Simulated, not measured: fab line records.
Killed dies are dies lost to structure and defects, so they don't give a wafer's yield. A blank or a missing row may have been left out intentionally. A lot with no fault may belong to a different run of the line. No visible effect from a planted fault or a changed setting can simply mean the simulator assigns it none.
Shared-tool check	flow gf180mcu	13 lots, 39 wafers sampled

## WHY IT WAS OPENED
On 2 of the 13 lots, a flag is raised at GF_M4_CD_MEAS_14 on the reading cd-nm. Wafers without a fault read 280.3 nm, standard deviation 1.1.
Rule: a lot is flagged in two cases, either no wafer of it has a number, or all its wafers with numbers fall more than 4 standard deviations from that mean. The other lots count as sound.

lot	measured	on	cd-nm (nm), wafer by wafer	flag
L957	day 23 06:46	cd-sem-02	281.5 281.7 281.5	
L958	day 23 15:05	cd-sem-01	280.4 280.6 278.8	
L962	day 25 03:52	cd-sem-02	281.1 281.2 282.2	
L963	day 25 11:33	cd-sem-01	280.7 280.5 281.4	
L964	day 25 21:33	cd-sem-01	278.7 279.0 279.4	
L965	day 26 08:14	cd-sem-01	282.1 283.4 282.7	
L966	day 26 15:11	cd-sem-02	280.4 280.7 280.4	
L969	day 27 09:24	cd-sem-02	296.5 297.1 298.7	FLAGGED
L971	day 28 02:58	cd-sem-02	293.0 294.9 293.2	FLAGGED
L977	day 29 17:09	cd-sem-01	279.2 279.7 279.5	
L978	day 30 00:03	cd-sem-02	280.2 280.7 280.3	
L979	day 30 03:44	cd-sem-02	279.3 280.4 280.5	
L980	day 30 14:59	cd-sem-02	278.7 279.2 278.9	
Average over the flagged lots: 295.6 nm; offset from the usual +15.3 nm, equal to +14 standard deviations.

## WHICH TOOL EACH LOT WENT THROUGH
3 process steps preceding the reading are held in the record, out of 602 steps in the route. Every cell lists first the tool, next ch and the chambers used by the sampled wafers, and last the start.
lot	flag	GF_V3_SPUTTER_22	GF_M4_SPUTTER_00	GF_M4_SOFTBAKE_10
L957		pvd-sputter-03, day 22 07:32	pvd-sputter-01, day 22 08:10	litho-track-01 ch 0, day 22 19:41
L958		pvd-sputter-03, day 22 15:17	pvd-sputter-03, day 22 15:55	litho-track-03 ch 0, day 23 03:36
L962		pvd-sputter-04, day 24 05:14	pvd-sputter-01, day 24 05:52	litho-track-04 ch 0, day 24 16:58
L963		pvd-sputter-01, day 24 13:50	pvd-sputter-02, day 24 14:28	litho-track-01 ch 0, day 25 01:12
L964		pvd-sputter-01, day 25 00:05	pvd-sputter-03, day 25 00:44	litho-track-04 ch 0, day 25 11:29
L965		pvd-sputter-01, day 25 10:35	pvd-sputter-01, day 25 11:14	litho-track-04 ch 0, day 25 21:41
L966		pvd-sputter-04, day 25 17:05	pvd-sputter-01, day 25 17:43	litho-track-04 ch 0, day 26 04:32
L969	FLAGGED	pvd-sputter-04, day 26 12:20	pvd-sputter-03, day 26 12:58	litho-track-04 ch 0, day 26 23:05
L971	FLAGGED	pvd-sputter-03, day 27 06:08	pvd-sputter-01, day 27 06:46	litho-track-04 ch 0, day 27 16:49
L977		pvd-sputter-03, day 28 21:29	pvd-sputter-03, day 28 22:07	litho-track-01 ch 0, day 29 07:30
L978		pvd-sputter-03, day 29 04:29	pvd-sputter-01, day 29 05:07	litho-track-01 ch 0, day 29 14:42
L979		pvd-sputter-03, day 29 08:23	pvd-sputter-01, day 29 09:01	litho-track-03 ch 0, day 29 18:42
L980		pvd-sputter-01, day 29 19:16	pvd-sputter-01, day 29 21:59	litho-track-03 ch 0, day 30 06:06
What is done by these steps:
- GF_V3_SPUTTER_22: material TiN, target thk 10 nm, time 40 s.
- GF_M4_SPUTTER_00: material Ti, target thk 37.5 nm, time 150 s.
- GF_M4_SOFTBAKE_10: time 60 s.
- GF_M4_CD_MEAS_14: target cd 280 nm.

## FLAGGED OVER TOTAL, TOOL BY TOOL (the gauges that took the reading come last)
step	tool	lots run	flagged	share of the flagged lots	sound lots run after its first flagged lot
GF_V3_SPUTTER_22	pvd-sputter-01	4	0	none	-
GF_V3_SPUTTER_22	pvd-sputter-03	6	1	some	3 (L977,L978,L979)
GF_V3_SPUTTER_22	pvd-sputter-04	3	1	some	0
GF_M4_SPUTTER_00	pvd-sputter-01	8	1	some	3 (L978,L979,L980)
GF_M4_SPUTTER_00	pvd-sputter-02	1	0	none	-
GF_M4_SPUTTER_00	pvd-sputter-03	4	1	some	1 (L977)
GF_M4_SOFTBAKE_10	litho-track-01	4	0	none	-
GF_M4_SOFTBAKE_10	litho-track-03	3	0	none	-
GF_M4_SOFTBAKE_10	litho-track-04	6	2	all	0
GF_M4_CD_MEAS_14	cd-sem-01	5	0	none	-
GF_M4_CD_MEAS_14	cd-sem-02	8	2	all	3 (L978,L979,L980)

## WHAT THE TABLE PERMITS
Every flagged lot went through 2 rows of the table: litho-track-04 at GF_M4_SOFTBAKE_10 and cd-sem-02 at GF_M4_CD_MEAS_14.
- litho-track-04 at GF_M4_SOFTBAKE_10 ran 6 lots, 2 of them flagged. A fault beginning between L966 (day 26 04:32), its last sound lot, and L969 (day 26 23:05), its first flagged one, fits the data. Its own readings lie more than 4 standard deviations out on every wafer of the flagged lots: heater-power-total-W, plate-temp-C.
- cd-sem-02 at GF_M4_CD_MEAS_14 ran 8 lots, 2 of them flagged. After the first flagged lot (L978, L979, L980), sound lots still ran on it; a lasting fault on the whole tool would not permit that.
What remains is a single tool, litho-track-04 at GF_M4_SOFTBAKE_10.

## WHAT THE SIMULATOR HAD INSERTED
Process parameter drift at GF_M4_SOFTBAKE_10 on litho-track-04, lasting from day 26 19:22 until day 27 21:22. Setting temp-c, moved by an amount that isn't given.
Shown lots that were struck: L969, L971. The rule above reached the same finding.
